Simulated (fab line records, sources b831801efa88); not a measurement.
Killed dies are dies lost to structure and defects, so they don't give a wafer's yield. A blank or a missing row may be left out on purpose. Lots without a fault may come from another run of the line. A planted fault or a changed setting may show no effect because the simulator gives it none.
fab line records | flow gf180mcu
record lots=24 wafers=72 last_day=35
route steps=602 shown HV_LDD@225 SALICIDE@280 M2@379 V2@408 M5@534
lots that met no fault: from a run of the same line without faults
start_h: hours from the record's first day to the start of the lot's first wafer shown | wait_h: hours since the lot's step before | " the same as in the row above | L1.1+2: a row that stands for several wafers | - no value, or no start given | * or withheld: withheld | < > ~ a bound
route shown NAME@n: a module of which the file shows steps, and the number in the route of the first | usual: mean/standard deviation of fault-free wafers | same: alike in all rows | chamber/n: place in a boat | sites: the reading at each site | _std_site: their standard deviation | _edge_site: outer sites' mean less inner sites' | radius_mm: how far each site lies from the wafer's centre | mask NAME#n: copy n | behind: the tool/chamber that last shaped the wafer | hold: why the lot was held/for how many hours/how that ended | device: the transistor (n, p or np) that didn't switch | end of line: the same wafers' tests at the end of the route | a step without rows: its recipe alone | killed: dies lost to structure and defects at the first sort, not the wafer's yield | map: a wafer's dies, x killed, . not, _ none there
set.NAME: the setting as run; set.NAME@STEP: as run at that earlier step | model.NAME: the simulator's own value behind a step, which no gauge read
steps of the route over a sample of lots; a table a step, a row a wafer
services: from which hour (start_h, from the record's first day; less than 0 if before it) a tool's chamber was out of use, for how many hours, and why
## steps
# step GF_HV_LDD_STRIP_49
# recipe chemistry=O2/N2 power_w=1400 pressure_mtorr=1500 platen_temp_c=250 o2_flow_sccm=3000 n2_flow_sccm=300 overash_fraction=0.5
# usual drypump_motor_current_A=5.6/0.32 heater_power_w=344/27 o2_flow_sccm=3000/8.6 oes_product_au=0.716/0.0045 strip_time_to_endpoint_s=12.63/0.039
# columns lot.wafer tool chamber start_h wait_h drypump_motor_current_A heater_power_w o2_flow_sccm oes_product_au rf_hours_counter_h strip_time_to_endpoint_s
L074.1 plasma_asher-01 1 286.88 0.1 5.3 334 2996 0.719 66 12.57
L074.2 " 0 " " 5.6 386 2999 0.714 66 12.61
L074.3 " 1 " " 5.3 332 2992 0.710 - 12.65
L075.1 plasma_asher-01 1 293.48 0.1 5.3 333 3006 0.720 67 12.65
L075.2 " 0 " " 5.6 378 3009 0.713 67 12.63
L075.5 " 0 " " 5.6 379 3006 0.721 - 12.66
L076.1 plasma_asher-04 0 301.48 0.1 5.6 297 3003 0.721 21 12.59
L076.2 " 1 " " 5.5 336 3014 0.713 21 12.67
L076.3 " 1 " " 5.5 328 3008 0.720 - 12.63
L077.3 plasma_asher-01 1 306.91 0.1 5.3 330 2991 0.716 - 12.65
L077.5 " 0 " " 5.6 393 2992 0.720 - 12.65
L077.6 " 1 " " 5.3 340 2988 0.719 - 12.64
L078.3 plasma_asher-02 0 312.61 0.1 5.3 340 3000 0.716 - 12.55
L078.5 " 0 " " 5.3 336 2996 0.714 - 12.54
L078.6 " 1 " " 6.2 365 3010 0.720 - 12.51
L079.2 plasma_asher-04 1 323.49 0.1 5.5 331 2989 0.717 23 12.64
L079.3 " 1 " " 5.5 327 2993 0.713 - 12.64
L079.5 " 1 " " 5.5 334 3003 0.713 - 12.66
L080.1 plasma_asher-02 1 333.76 0.1 6.2 367 3010 0.720 64 12.57
L080.3 " 1 " " 6.2 373 3000 0.714 - 12.58
L080.4 " 0 " " 5.3 342 3003 0.714 - 12.58
L081.1 plasma_asher-02 1 342.93 0.1 6.2 367 2995 0.715 65 12.61
L081.2 " 0 " " 5.3 330 3005 0.706 65 12.63
L081.3 " 0 " " 5.3 336 2994 0.712 - 12.63
L082.3 plasma_asher-01 1 350.62 0.1 5.3 337 2994 0.720 - 12.59
L082.5 " 1 " " 5.3 335 2997 0.712 - 12.61
L082.6 " 0 " " 5.6 388 2990 0.711 - 12.60
L083.2 plasma_asher-04 1 357.03 0.1 5.5 336 3011 0.717 26 12.63
L083.3 " 0 " " 5.6 309 3004 0.710 - 12.66
L083.5 " 0 " " 5.6 300 2998 0.713 - 12.60
L084.2 plasma_asher-04 1 364.13 0.1 5.5 337 3005 0.711 27 12.64
L084.3 " 0 " " 5.6 296 2995 0.718 - 12.64
L084.5 " 1 " " 5.5 332 3005 0.719 - 12.63
L085.1 plasma_asher-04 0 367.63 0.1 5.6 313 3007 0.711 28 12.67
L085.3 " 0 " " 5.6 306 3000 0.719 - 12.66
L085.4 " 1 " " 5.5 335 3009 0.716 - 12.63
L086.3 plasma_asher-01 0 380.86 0.1 5.6 389 3001 0.720 - 12.62
L086.5 " 0 " " 5.6 369 2989 0.718 - 12.62
L086.6 " 1 " " 5.2 327 3006 0.719 - 12.66
L087.1 plasma_asher-04 1 388.48 0.1 5.5 342 2987 0.716 29 12.67
L087.2 " 0 " " 5.6 305 3004 0.715 29 12.64
L087.3 " 0 " " 5.6 296 3006 0.713 - 12.66
L088.1 plasma_asher-01 0 398.79 0.1 5.6 375 2985 0.717 78 12.62
L088.2 " 1 " " 5.3 330 3000 0.714 78 12.61
L088.6 " 1 " " 5.3 330 3002 0.717 - 12.60
L089.2 plasma_asher-04 0 405.74 0.1 5.7 292 3008 0.715 31 12.68
L089.4 " 0 " " 5.6 306 3001 0.713 - 12.68
L089.5 " 1 " " 5.5 338 2992 0.711 - 12.70
L090.1 plasma_asher-02 1 412.33 0.1 6.2 366 3008 0.718 72 12.64
L090.3 " 1 " " 6.2 363 3002 0.708 - 12.59
L090.6 " 1 " " 6.2 364 2995 0.716 - 12.63
L091.1 plasma_asher-02 0 421.22 0.1 5.3 342 2989 0.718 73 12.62
L091.2 " 1 " " 6.2 367 2998 0.711 73 12.61
L091.4 " 0 " " 5.3 324 3008 0.719 - 12.65
L092.1 plasma_asher-01 1 429.59 0.1 5.3 330 2993 0.723 81 12.63
L092.2 " 0 " " 5.6 393 3000 0.714 81 12.62
L092.4 " 1 " " 5.2 321 2993 0.718 - 12.62
L093.1 plasma_asher-01 1 436.92 0.1 5.3 334 2983 0.722 82 12.68
L093.2 " 0 " " 5.6 378 2993 0.720 82 12.67
L093.5 " 0 " " 5.6 389 3026 0.710 - 12.67
L094.1 plasma_asher-02 0 451.37 0.1 5.3 344 3004 0.713 2 12.57
L094.4 " 0 " " 5.2 336 2999 0.714 - 12.59
L094.6 " 1 " " 6.2 379 3007 0.713 - 12.62
L095.2 plasma_asher-02 0 455.92 0.1 5.2 324 2988 0.715 3 12.64
L095.4 " 1 " " 6.2 371 3008 0.714 - 12.65
L095.6 " 1 " " 6.2 365 3003 0.713 - 12.68
L096.2 plasma_asher-01 1 462.87 0.1 5.3 326 3013 0.712 85 12.61
L096.3 " 0 " " 5.6 390 3002 0.719 - 12.59
L096.5 " 0 " " 5.6 380 3009 0.717 - 12.59
L097.2 plasma_asher-02 1 469.12 0.1 6.2 367 2981 0.717 4 12.67
L097.3 " 1 " " 6.2 375 2992 0.709 - 12.66
L097.6 " 0 " " 5.2 340 3001 0.717 - 12.61
# step GF_HV_LDD_RS_MEAS_53
# recipe thk_meas_gauge=four-point-probe
# usual HV_LDD_RS=418.2/1.2
# columns lot.wafer tool chamber start_h wait_h HV_LDD_RS[ohm/sq]
L074.1 film_metro-02 - 287.15 0.1 419.4
L074.2 " - " " 419.9
L074.3 " - " " 418.8
L075.1 film_metro-01 - 293.75 0.1 416.8
L075.2 " - " " 416.6
L075.5 " - " " 416.5
L076.1 film_metro-01 - 301.76 0.1 417.1
L076.2 " - " " 417.8
L076.3 " - " " 419.1
L077.3 film_metro-02 - 307.19 0.1 419.8
L077.5 " - " " 418.0
L077.6 " - " " 420.4
L078.3 film_metro-01 - 312.89 0.1 417.2
L078.5 " - " " 417.2
L078.6 " - " " 417.1
L079.2 film_metro-01 - 323.79 0.1 417.1
L079.3 " - " " 417.1
L079.5 " - " " 417.6
L080.1 film_metro-04 - 334.03 0.1 419.1
L080.3 " - " " 419.6
L080.4 " - " " 418.5
L081.1 film_metro-02 - 343.20 0.1 418.6
L081.2 " - " " 420.7
L081.3 " - " " 418.7
L082.3 film_metro-04 - 350.91 0.1 418.9
L082.5 " - " " 418.3
L082.6 " - " " 418.3
L083.2 film_metro-02 - 357.33 0.1 418.5
L083.3 " - " " 418.7
L083.5 " - " " 419.1
L084.2 film_metro-01 - 364.42 0.1 418.1
L084.3 " - " " 417.8
L084.5 " - " " 416.9
L085.1 film_metro-02 - 367.91 0.1 419.9
L085.3 " - " " 417.6
L085.4 " - " " 419.8
L086.3 film_metro-04 - 381.21 0.1 417.2
L086.5 " - " " 417.6
L086.6 " - " " 417.1
L087.1 film_metro-04 - 388.75 0.1 419.3
L087.2 " - " " 418.0
L087.3 " - " " 419.1
L088.1 film_metro-02 - 399.07 0.1 417.3
L088.2 " - " " 418.7
L088.6 " - " " 417.6
L089.2 film_metro-02 - 406.04 0.1 419.1
L089.4 " - " " 419.5
L089.5 " - " " 419.9
L090.1 film_metro-02 - 412.60 0.1 419.6
L090.3 " - " " 420.2
L090.6 " - " " 420.3
L091.1 film_metro-01 - 421.51 0.1 415.2
L091.2 " - " " 415.8
L091.4 " - " " 417.2
L092.1 film_metro-02 - 429.87 0.1 418.7
L092.2 " - " " 418.1
L092.4 " - " " 417.5
L093.1 film_metro-04 - 437.21 0.1 417.8
L093.2 " - " " 418.6
L093.5 " - " " 418.2
L094.1 film_metro-02 - 451.65 0.1 418.1
L094.4 " - " " 417.6
L094.6 " - " " 419.2
L095.2 film_metro-01 - 456.23 0.1 415.6
L095.4 " - " " 416.7
L095.6 " - " " 416.8
L096.2 film_metro-01 - 463.18 0.1 417.5
L096.3 " - " " 416.7
L096.5 " - " " 417.0
L097.2 film_metro-04 - 469.42 0.1 418.1
L097.3 " - " " 419.7
L097.6 " - " " 418.0
# step GF_SALICIDE_SPUTTER_02
# recipe material=Co target_thk_nm=10 power_w=1000 time_s=20 chamber_pressure_pa=0.4
# usual throttle_valve_pct=29.9/1
# columns lot.wafer tool chamber start_h wait_h throttle_valve_pct
L074.1 pvd_sputter-01 - 355.42 0.0 29.8
L074.2 " - " " 30.3
L074.3 " - " " 30.5
L075.1 pvd_sputter-02 - 362.28 0.0 30.7
L075.2 " - " " 29.0
L075.5 " - " " 28.5
L076.1 pvd_sputter-03 - 371.07 0.0 29.6
L076.2 " - " " 27.6
L076.3 " - " " 29.8
L077.3 pvd_sputter-03 - 378.00 0.0 29.3
L077.5 " - " " 27.8
L077.6 " - " " 30.5
L078.3 pvd_sputter-01 - 384.12 0.0 29.9
L078.5 " - " " 30.1
L078.6 " - " " 30.7
L079.2 pvd_sputter-02 - 394.62 0.0 32.0
L079.3 " - " " 30.7
L079.5 " - " " 30.8
L080.1 pvd_sputter-01 - 408.02 0.0 30.4
L080.3 " - " " 29.3
L080.4 " - " " 29.6
L081.1 pvd_sputter-02 - 415.59 0.0 29.1
L081.2 " - " " 30.7
L081.3 " - " " 32.1
L082.3 pvd_sputter-02 - 423.83 0.0 28.8
L082.5 " - " " 28.9
L082.6 " - " " 30.9
L083.2 pvd_sputter-02 - 432.26 0.0 31.0
L083.3 " - " " 29.0
L083.5 " - " " 28.2
L084.2 pvd_sputter-02 - 440.08 0.0 29.3
L084.3 " - " " 28.3
L084.5 " - " " 32.0
L085.1 pvd_sputter-01 - 443.51 0.0 30.1
L085.3 " - " " 30.5
L085.4 " - " " 29.9
L086.3 pvd_sputter-01 - 458.32 0.0 29.3
L086.5 " - " " 30.0
L086.6 " - " " 29.8
L087.1 pvd_sputter-01 - 465.33 0.0 29.7
L087.2 " - " " 30.1
L087.3 " - " " 30.3
L088.1 pvd_sputter-01 - 476.46 0.0 30.4
L088.2 " - " " 29.6
L088.6 " - " " 30.1
L089.2 pvd_sputter-01 - 483.01 0.0 29.9
L089.4 " - " " 30.1
L089.5 " - " " 29.9
L090.1 pvd_sputter-02 - 489.96 0.0 29.1
L090.3 " - " " 28.6
L090.6 " - " " 30.9
L091.1 pvd_sputter-02 - 499.41 0.0 29.0
L091.2 " - " " 30.7
L091.4 " - " " 28.4
L092.1 pvd_sputter-02 - 507.43 0.0 31.6
L092.2 " - " " 30.8
L092.4 " - " " 28.5
L093.1 pvd_sputter-03 - 513.72 0.0 27.9
L093.2 " - " " 29.5
L093.5 " - " " 27.5
L094.1 pvd_sputter-01 - 529.36 0.0 29.9
L094.4 " - " " 29.4
L094.6 " - " " 29.8
L095.2 pvd_sputter-01 - 532.19 0.0 29.8
L095.4 " - " " 29.4
L095.6 " - " " 30.1
L096.2 pvd_sputter-01 - 539.81 0.0 30.0
L096.3 " - " " 30.6
L096.5 " - " " 30.3
L097.2 pvd_sputter-03 - 544.81 0.0 30.3
L097.3 " - " " 29.6
L097.6 " - " " 29.8
# step GF_M2_STRIP_17
# recipe chemistry=O2/N2 power_w=1400 pressure_mtorr=1500 platen_temp_c=250 o2_flow_sccm=3000 n2_flow_sccm=300 overash_fraction=0.5
# usual drypump_motor_current_A=5.6/0.3 heater_power_w=335/35 o2_flow_sccm=3000/10 oes_product_au=0.557/0.0056 strip_time_to_endpoint_s=7.86/0.039
# columns lot.wafer tool chamber start_h wait_h drypump_motor_current_A heater_power_w o2_flow_sccm oes_product_au rf_hours_counter_h strip_time_to_endpoint_s
L074.1 plasma_asher-01 0 457.49 0.1 5.6 383 3007 0.557 84 7.84
L074.2 " 1 " " 5.3 328 2998 0.557 84 7.86
L074.3 " 1 " " 5.2 330 2991 0.559 - 7.87
L075.1 plasma_asher-01 1 464.52 0.1 5.3 331 3009 0.556 85 7.87
L075.2 " 0 " " 5.6 386 3003 0.555 85 7.81
L075.5 " 1 " " 5.3 320 2992 0.555 - 7.83
L076.1 plasma_asher-03 0 472.44 0.1 5.7 326 3002 0.564 63 7.94
L076.2 " 1 " " 5.5 289 3000 0.558 63 7.90
L076.3 " 0 " " 5.8 331 2987 0.564 - 7.93
L077.3 plasma_asher-02 1 480.73 0.1 6.2 371 3005 0.556 - 7.86
L077.5 " 1 " " 6.2 373 2997 0.555 - 7.89
L077.6 " 0 " " 5.3 333 2985 0.558 - 7.86
L078.3 plasma_asher-03 0 487.12 0.1 5.7 330 3018 0.563 - 7.89
L078.5 " 1 " " 5.5 276 2994 0.563 - 7.88
L078.6 " 0 " " 5.7 330 3008 0.552 - 7.87
L079.2 plasma_asher-03 0 496.89 0.1 5.7 326 3001 0.557 66 7.85
L079.3 " 0 " " 5.7 335 2992 0.566 - 7.91
L079.5 " 0 " " 5.7 329 2989 0.561 - 7.88
L080.1 plasma_asher-02 0 511.49 0.1 5.3 336 2999 0.552 8 7.89
L080.3 " 0 " " 5.2 331 2984 0.542 - 7.89
L080.4 " 1 " " 6.2 369 2990 0.576 - 7.90
L081.1 plasma_asher-03 1 519.99 0.1 5.5 284 2994 0.560 68 7.85
L081.2 " 0 " " 5.7 330 3003 0.559 68 7.87
L081.3 " 0 " " 5.7 326 2990 0.553 - 7.87
L082.3 plasma_asher-01 1 527.78 0.1 5.3 333 3010 0.561 - 7.87
L082.5 " 0 " " 5.6 379 3011 0.559 - 7.82
L082.6 " 1 " " 5.3 334 3007 0.564 - 7.84
L083.2 plasma_asher-01 1 535.74 0.1 5.3 337 2990 0.560 92 7.85
L083.3 " 1 " " 5.3 326 2992 0.561 - 7.88
L083.5 " 0 " " 5.6 387 2996 0.562 - 7.88
L084.2 plasma_asher-02 1 542.79 0.1 6.2 379 3008 0.550 11 7.87
L084.3 " 0 " " 5.3 338 2997 0.552 - 7.89
L084.5 " 0 " " 5.2 333 2997 0.560 - 7.85
L085.1 plasma_asher-02 0 546.34 0.1 5.3 342 3028 0.555 12 7.86
L085.3 " 0 " " 5.3 329 3009 0.552 - 7.83
L085.4 " 1 " " 6.2 378 2987 0.555 - 7.87
L086.3 plasma_asher-01 0 560.08 0.1 5.6 383 2988 0.554 - 7.87
L086.5 " 0 " " 5.5 390 2977 0.555 - 7.84
L086.6 " 1 " " 5.3 331 2995 0.556 - 7.90
L087.1 plasma_asher-03 1 565.83 0.1 5.5 270 3020 0.558 73 7.85
L087.2 " 0 " " 5.7 332 2993 0.562 73 7.81
L087.3 " 1 " " 5.5 279 3010 0.565 - 7.88
L088.1 plasma_asher-02 0 576.45 0.2 5.3 332 2991 0.550 15 7.80
L088.2 " 1 " " 6.2 373 3006 0.555 15 7.80
L088.6 " 0 " " 5.3 335 2994 0.556 - 7.78
L089.2 plasma_asher-03 1 582.00 0.1 5.5 283 2989 0.554 75 7.86
L089.4 " 1 " " 5.5 282 2990 0.553 - 7.80
L089.5 " 1 " " 5.5 279 2996 0.554 - 7.82
L090.1 plasma_asher-01 0 587.91 0.2 5.6 388 3014 0.549 98 7.93
L090.3 " 0 " " 5.6 380 2996 0.560 - 7.84
L090.6 " 1 " " 5.3 319 3009 0.557 - 7.90
L091.1 plasma_asher-02 1 596.10 0.2 6.1 374 3009 0.546 17 7.84
L091.2 " 0 " " 5.3 343 2994 0.559 17 7.82
L091.4 " 1 " " 6.2 377 2998 0.543 - 7.80
L092.1 plasma_asher-03 0 604.21 0.1 5.7 331 3007 0.559 78 7.80
L092.2 " 1 " " 5.5 283 3011 0.547 78 7.83
L092.4 " 0 " " 5.7 327 3003 0.553 - 7.83
L093.1 plasma_asher-03 0 609.48 0.1 5.7 330 3018 0.551 79 7.82
L093.2 " 1 " " 5.5 277 3001 0.557 79 7.90
L093.5 " 1 " " 5.6 269 2989 0.553 - 7.89
L094.1 plasma_asher-02 0 623.60 0.2 5.3 337 3004 0.564 20 7.89
L094.4 " 1 " " 6.2 384 3005 0.550 - 7.90
L094.6 " 1 " " 6.2 367 3014 0.555 - 7.90
L095.2 plasma_asher-03 1 626.35 0.1 5.5 280 3009 0.554 80 7.79
L095.4 " 1 " " 5.5 277 2998 0.552 - 7.77
L095.6 " 1 " " 5.5 278 3008 0.559 - 7.86
L096.2 plasma_asher-01 1 632.68 0.1 5.3 324 3006 0.550 104 7.84
L096.3 " 1 " " 5.3 326 2990 0.567 - 7.82
L096.5 " 1 " " 5.3 335 2994 0.552 - 7.83
L097.2 plasma_asher-01 1 637.88 0.1 5.3 332 3003 0.562 105 7.88
L097.3 " 0 " " 5.6 372 2990 0.549 - 7.84
L097.6 " 0 " " 5.6 388 2984 0.569 - 7.91
# step GF_V2_CMP_26
# recipe stop_on=SiO2 down_force_psi=3.5 platen_rpm=60 t_overpolish_s=15 target_thk_nm=0 pad_velocity_m_s=0.94248
# usual edge_zone_pressure_frac=1.000/0.0049 motor_current_A=11.4/0.8 overpolish_run_s=15.000/0.0083 slurry_flow_ml_min=150.0/0.45 time_to_endpoint_s=83.3/2.6
# same t_overpolish_s=15
# columns lot.wafer tool chamber start_h wait_h edge_zone_pressure_frac motor_current_A overpolish_run_s slurry_flow_ml_min time_to_endpoint_s
L074.2 cmp-01 3 484.08 0.0 1.003 12.4 14.999 150.6 83.2
L074.1 " 0 " " 0.999 11.2 14.992 150.2 81.6
L074.3 " 2 " " 1.001 10.7 14.997 150.3 84.2
L075.2 cmp-01 3 491.58 0.0 0.999 12.6 14.986 150.7 83.6
L075.1 " 1 " " 1.008 11.0 15.004 150.1 80.5
L075.5 " 3 " " 1.003 12.0 15.007 150.0 84.7
L076.2 cmp-01 3 499.53 0.0 0.996 12.3 15.008 150.1 84.6
L076.3 " 0 " " 0.992 11.6 15.004 149.4 83.1
L076.1 " 1 " " 1.001 11.4 14.999 150.6 86.8
L077.3 cmp-02 3 507.24 0.1 0.995 12.2 14.982 149.4 86.8
L077.5 " 2 " " 0.996 11.8 14.997 150.0 82.7
L077.6 " 3 " " 1.002 11.8 14.988 150.0 84.5
L078.3 cmp-02 3 513.99 0.0 0.989 11.8 15.005 150.4 81.9
L078.5 " 3 " " 0.996 11.9 14.984 149.7 83.7
L078.6 " 0 " " 1.005 10.3 15.006 150.5 83.0
L079.3 cmp-02 3 523.18 0.1 1.004 11.8 15.002 150.0 77.3
L079.2 " 0 " " 1.000 10.0 15.016 149.9 81.0
L079.5 " 2 " " 1.002 11.9 14.991 149.6 79.1
L080.4 cmp-01 0 537.04 0.0 0.993 11.6 15.011 150.4 84.6
L080.3 " 2 " " 1.005 11.0 14.999 149.5 84.0
L080.1 " 3 " " 1.006 12.6 14.997 149.3 84.5
L081.1 cmp-02 0 544.89 0.1 1.003 10.1 14.998 150.1 84.4
L081.3 " 1 " " 1.001 10.3 15.005 149.8 88.8
L081.2 " 2 " " 1.009 12.2 14.992 149.9 82.0
L082.3 cmp-02 3 553.29 0.1 0.995 12.3 14.997 149.6 80.8
L082.6 " 1 " " 0.998 9.9 14.998 150.4 81.2
L082.5 " 2 " " 0.997 12.6 14.987 150.4 81.8
L083.2 cmp-01 0 561.09 0.2 1.000 11.9 15.000 150.3 84.9
L083.3 " 1 " " 1.003 11.4 14.997 150.1 81.3
L083.5 " 2 " " 0.997 10.9 15.013 149.7 82.3
L084.3 cmp-01 3 568.08 0.1 1.003 11.9 14.990 149.5 82.6
L084.2 " 1 " " 1.005 11.1 14.997 150.6 82.0
L084.5 " 3 " " 1.014 11.8 15.009 150.8 86.1
L085.4 cmp-02 2 571.24 0.0 1.012 12.1 14.997 149.9 79.3
L085.1 " 3 " " 1.000 11.5 15.003 150.1 81.2
L085.3 " 0 " " 1.003 9.9 14.993 149.7 80.1
L086.3 cmp-01 3 583.81 0.2 1.004 12.4 15.017 150.0 85.1
L086.5 " 0 " " 1.000 11.2 15.008 149.6 85.7
L086.6 " 1 " " 1.008 11.2 14.990 149.7 86.1
L087.3 cmp-01 3 591.00 0.1 1.000 13.0 15.002 150.3 85.7
L087.2 " 0 " " 1.004 11.4 15.014 150.5 89.0
L087.1 " 1 " " 1.004 11.1 15.004 149.5 87.5
L088.1 cmp-02 3 600.14 0.1 0.999 12.0 14.993 149.4 83.8
L088.2 " 2 " " 0.996 11.7 15.010 149.5 85.5
L088.6 " 3 " " 1.002 11.8 14.995 149.4 83.9
L089.4 cmp-01 0 605.94 0.1 1.003 11.3 14.988 149.7 84.2
L089.2 " 2 " " 1.010 10.9 15.001 150.1 78.7
L089.5 " 3 " " 0.994 12.4 15.001 150.2 79.8
L090.1 cmp-01 3 612.38 0.1 0.998 12.3 14.993 149.7 84.9
L090.3 " 0 " " 0.996 12.1 15.004 150.4 83.9
L090.6 " 3 " " 0.993 12.7 15.004 150.6 84.1
L091.1 cmp-02 2 619.81 0.1 1.007 12.4 15.012 150.2 81.3
L091.4 " 3 " " 0.999 11.9 15.012 149.7 83.0
L091.2 " 0 " " 0.999 10.6 14.990 149.8 82.5
L092.4 cmp-01 3 627.99 0.0 1.006 12.6 15.010 149.9 83.9
L092.1 " 0 " " 1.004 11.4 15.000 150.1 83.9
L092.2 " 1 " " 1.002 11.3 15.001 150.6 85.6
L093.2 cmp-01 3 632.95 0.0 1.002 12.2 15.005 149.6 77.1
L093.1 " 1 " " 0.998 10.6 14.997 151.1 81.4
L093.5 " 3 " " 0.999 12.5 14.994 149.9 80.9
L094.4 cmp-02 2 645.94 0.0 0.997 11.7 15.003 149.6 84.1
L094.1 " 3 " " 1.006 11.6 15.001 150.5 83.5
L094.6 " 2 " " 0.997 11.7 14.999 149.2 85.0
L095.4 cmp-02 3 649.82 0.0 0.999 11.9 15.005 150.0 84.9
L095.2 " 1 " " 0.999 10.0 14.987 149.9 82.3
L095.6 " 0 " " 0.996 10.1 15.008 150.2 81.2
L096.3 cmp-02 0 656.08 0.1 1.006 9.9 14.997 149.7 82.9
L096.2 " 1 " " 1.001 10.3 14.993 149.9 82.8
L096.5 " 2 " " 0.998 12.5 14.999 148.9 77.6
L097.2 cmp-01 2 659.76 0.0 1.004 10.7 14.991 149.7 84.2
L097.3 " 1 " " 0.995 11.3 14.986 150.6 87.2
L097.6 " 3 " " 0.996 12.6 15.000 150.2 87.6
# step GF_M5_OVL_MEAS_08
# usual M5_OVL=3/6.3
# columns lot.wafer tool chamber start_h wait_h M5_OVL[nm]
L074.1 overlay-01 - 627.09 0.1 3
L074.2 " - " " 4
L074.3 " - " " -4
L075.1 overlay-01 - 632.74 0.1 3
L075.2 " - " " 13
L075.5 " - " " 2
L076.1 overlay-02 - 638.14 0.1 -6
L076.2 " - " " 1
L076.3 " - " " -2
L077.3 overlay-01 - 647.81 0.1 1
L077.5 " - " " 0
L077.6 " - " " 1
L078.3 overlay-01 - 652.50 0.1 6
L078.5 " - " " 9
L078.6 " - " " 18
L079.2 overlay-01 - 660.56 0.1 0
L079.3 " - " " 2
L079.5 " - " " -5
L080.1 overlay-02 - 674.29 0.1 2
L080.3 " - " " 6
L080.4 " - " " -4
L081.1 overlay-01 - 678.43 0.1 -4
L081.2 " - " " 0
L081.3 " - " " 4
L082.3 overlay-02 - 685.32 0.1 -10
L082.5 " - " " -12
L082.6 " - " " -3
L083.2 overlay-01 - 693.14 0.1 8
L083.3 " - " " 4
L083.5 " - " " 10
L084.2 overlay-01 - 700.56 0.1 -3
L084.3 " - " " -1
L084.5 " - " " -2
L085.1 overlay-01 - 703.19 0.1 13
L085.3 " - " " 12
L085.4 " - " " 8
L086.3 overlay-02 - 713.76 0.1 9
L086.5 " - " " 9
L086.6 " - " " 8
L087.1 overlay-01 - 718.44 0.1 13
L087.2 " - " " 6
L087.3 " - " " 11
L088.1 overlay-01 - 725.75 0.1 -7
L088.2 " - " " -1
L088.6 " - " " -7
L089.2 overlay-01 - 730.54 0.1 25
L089.4 " - " " 6
L089.5 " - " " 8
L090.1 overlay-01 - 736.08 0.1 9
L090.3 " - " " -2
L090.6 " - " " 2
L091.1 overlay-01 - 742.74 0.1 -2
L091.2 " - " " 3
L091.4 " - " " 4
L092.1 overlay-01 - 750.23 0.1 4
L092.2 " - " " -2
L092.4 " - " " 3
L093.1 overlay-01 - 753.69 0.1 4
L093.2 " - " " -6
L093.5 " - " " -5
L094.1 overlay-02 - 764.15 0.1 -1
L094.4 " - " " 3
L094.6 " - " " 1
L095.2 overlay-02 - 768.04 0.1 -2
L095.4 " - " " -12
L095.6 " - " " -8
L096.2 overlay-02 - 774.00 0.1 8
L096.3 " - " " 1
L096.5 " - " " -1
L097.2 overlay-01 - 778.10 0.1 -2
L097.3 " - " " -1
L097.6 " - " " -1
## services
# columns tool chamber start_h hours kind
cmp-02 - 266.42 1.3 repair
pvd_sputter-01 - 287.12 0.7 repair
cmp-01 - 297.19 1.2 repair
cmp-02 - 303.07 1.7 repair
cmp-02 - 305.19 3.7 repair
plasma_asher-04 - 308.63 1.6 repair
pvd_sputter-02 - 320.94 5.1 repair
plasma_asher-03 - 321.73 0.8 repair
cmp-02 - 369.04 3.3 pm
pvd_sputter-01 - 376.18 1.0 repair
plasma_asher-02 - 393.14 0.5 repair
cmp-01 - 404.00 4.0 pm
cmp-02 - 417.07 1.7 repair
plasma_asher-02 - 421.32 9.0 pm
cmp-01 - 425.60 0.6 repair
cmp-01 - 427.07 1.8 repair
cmp-01 - 478.53 3.9 pm
plasma_asher-03 - 505.52 0.7 repair
cmp-02 - 509.85 4.0 repair
plasma_asher-01 - 528.02 4.3 repair
cmp-02 - 529.91 1.9 repair
plasma_asher-02 - 599.40 2.8 pm
cmp-02 - 601.98 4.0 pm
cmp-01 - 620.45 0.3 repair
## key
fault none
